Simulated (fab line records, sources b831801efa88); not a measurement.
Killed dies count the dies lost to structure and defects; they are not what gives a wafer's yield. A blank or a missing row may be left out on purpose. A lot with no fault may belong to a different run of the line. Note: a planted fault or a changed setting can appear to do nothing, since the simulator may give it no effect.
Which tool was responsible?    flow sky130    6 lots, 16 wafers sampled, at 2 steps of a route of 708

== WHAT EACH GAUGE READ, for each wafer ==
SKY_FIELD_ISO_THK_MEAS_25.
lot   measured     on             FIELD_ISO_CVD_24_THK (nm)
L117  day 2 20:07  film-metro-04  595 587 593
L119  day 3 05:28  film-metro-01  594 596 591
L122  day 3 18:55  film-metro-01  599 591 601
L126  day 4 17:38  film-metro-01  247 589
L128  day 5 02:11  film-metro-04  248 596
L136  day 6 21:10  film-metro-01  596 595 593

== WHAT TOOL EACH LOT RAN ON (gives the tool, then ch and the chambers of the sampled wafers, and finally the start) ==
lot   SKY_FIELD_ISO_CVD_24
L117  hdpcvd-01 ch 0,1,2, day 2 20:03
L119  hdpcvd-02 ch 0,1, day 3 05:22
L122  hdpcvd-01 ch 0,1,2, day 3 18:51
L126  hdpcvd-01 ch 0,2, day 4 17:34
L128  hdpcvd-01 ch 2, day 5 02:07
L136  hdpcvd-02 ch 0,2, day 6 21:05
- SKY_FIELD_ISO_CVD_24: deposits SiO2, target thk 595 nm, time 99.2 s.

== THE ANSWER, worked out from the rows above alone ==
Rule: what is usual is taken from the lots themselves. Put in order of their means at a reading, lots are off if they are a third of the lots or fewer, leave a main group of 4 or more, and stand apart from it by a gap of 3 or more times the standard deviation of the main group's means; of several such gaps the widest counts. If all means in a main group match to the digits the tables above print for the reading, that group is not used. A lot without any number at a reading at which 4 lots or more have one is off too. All remaining lots with rows at the step are treated as sound.
Off: at SKY_FIELD_ISO_THK_MEAS_25 (FIELD_ISO_CVD_24_THK), L126, L128. The main group: mean 594 nm, standard deviation 1.9.
If a tool, at a process step before that reading, ran all the lots that are off and no sound lot after the first of them, it fits. The gauges at SKY_FIELD_ISO_THK_MEAS_25 are tried like those tools. One fits: hdpcvd-01 at SKY_FIELD_ISO_CVD_24. Its last sound lot is L122 (day 3 18:51), its first lot that is off L126 (day 4 17:34): a fault that began between those two fits.

== WHAT THE SIMULATOR HAD PUT IN ==
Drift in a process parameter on hdpcvd-01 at SKY_FIELD_ISO_CVD_24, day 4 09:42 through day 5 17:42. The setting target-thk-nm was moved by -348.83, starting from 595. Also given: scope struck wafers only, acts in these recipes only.
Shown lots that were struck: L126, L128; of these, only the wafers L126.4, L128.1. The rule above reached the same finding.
